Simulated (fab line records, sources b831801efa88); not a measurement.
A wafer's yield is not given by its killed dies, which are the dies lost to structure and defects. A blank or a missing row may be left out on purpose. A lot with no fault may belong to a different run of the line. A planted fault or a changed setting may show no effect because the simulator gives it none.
Chamber matching -- flow sky130 -- SKY_FIELD_ISO_ETCH_17 on rie-si-02 has 4 sister chambers
The step etches Si in HBr/Cl2/O2, target depth 342 nm, time 97.7 s. 8 wafers are shown with their chamber, then 8 later ones without.

WAFERS, EACH WITH ITS CHAMBER
wafer,chamber,drypump-motor-current-A (A),oes-product-au (a.u.)
L403.4,3,6.17,0.996
L405.2,0,6.18,1.011
L405.3,1,5.77,1.013
L406.6,1,5.74,1.002
L407.1,3,6.15,0.995
L407.2,2,5.64,1.016
L407.3,0,6.20,0.997
L408.3,2,5.62,1.014

WAFERS MISSING THEIR CHAMBER
wafer,drypump-motor-current-A (A),oes-product-au (a.u.)
L408.5,5.73,0.999
L408.6,6.20,0.999
L417.1,5.72,1.005
L417.2,6.17,1.000
L417.6,5.62,1.011
L418.2,6.19,0.999
L418.4,6.22,1.000
L418.6,6.18,1.003

EACH ONE'S CHAMBER
wafer,from the rows above,in truth
L408.5,1,1
L408.6,can't be placed: 0 or 3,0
L417.1,1,1
L417.2,can't be placed: 3 or 0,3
L417.6,2,2
L418.2,can't be placed: 0 or 3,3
L418.4,can't be placed: 0 or 3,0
L418.6,can't be placed: 0 or 3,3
Placed correctly: 3 of 8. Can't be placed from these rows: 5 (the true chamber is among the candidates in 5). Placed wrongly: 0.
How it was worked out, from the rows above alone: a wafer's distance from a chamber is the root of the sum, over the readings, of the square of ((its reading less the chamber's mean) divided by the reading's scatter). The wafer belongs to the nearest chamber; if the next one is less than 2 further off, it can't be placed. A chamber's mean is the mean of its shown wafers. The scatter: the root of (the sum of the squares of (reading less its chamber's mean) over the shown wafers, divided by (wafers less chambers)).
